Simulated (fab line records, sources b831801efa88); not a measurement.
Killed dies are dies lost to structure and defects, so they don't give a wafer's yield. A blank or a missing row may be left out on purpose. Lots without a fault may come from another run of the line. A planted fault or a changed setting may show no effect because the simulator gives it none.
Chamber matching | flow gf180mcu | GF_V2_CMP_04 on cmp-01: 4 sister chambers
The step polishes SiO2. 8 wafers are shown with their chamber, then 7 later ones without.

WAFERS WITH THEIR CHAMBER
wafer  | chamber | time_to_endpoint_s (s) | motor_current_A (A)
L319.2 | 3       | 79                     | 12.3
L320.2 | 2       | 87                     | 12.5
L320.4 | 3       | 78                     | 11.2
L322.3 | 0       | 71                     | 10.9
L322.4 | 2       | 93                     | 13.2
L322.6 | 1       | 72                     | 11.5
L324.1 | 1       | 75                     | 12.3
L324.3 | 0       | 68                     | 9.7

WAFERS WITHOUT THEIR CHAMBER
wafer  | time_to_endpoint_s (s) | motor_current_A (A)
L324.5 | 85                     | 12.0
L328.1 | 66                     | 10.4
L328.5 | 77                     | 11.5
L328.6 | 87                     | 13.1
L334.2 | 78                     | 11.7
L334.3 | 69                     | 10.1
L334.4 | 94                     | 13.4

WHICH CHAMBER EACH WENT THROUGH
wafer  | from the rows above     | in truth
L324.5 | can't be placed: 2 or 3 | 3
L328.1 | 0                       | 0
L328.5 | can't be placed: 3 or 1 | 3
L328.6 | 2                       | 2
L334.2 | can't be placed: 3 or 1 | 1
L334.3 | 0                       | 0
L334.4 | 2                       | 2
Placed correctly: 4 of 7. Can't be placed from these rows: 3 (the true chamber is among the candidates in 3). Placed wrongly: 0.
How it was worked out, from the rows above alone: a wafer's distance from a chamber is the root of the sum, over the readings, of the square of ((its reading less the chamber's mean) divided by the reading's scatter). The wafer belongs to the nearest chamber; if the next one is less than 2 further off, it can't be placed. A chamber's mean is the mean of its shown wafers. The scatter: the root of (the sum of the squares of (reading less its chamber's mean) over the shown wafers, divided by (wafers less chambers)).
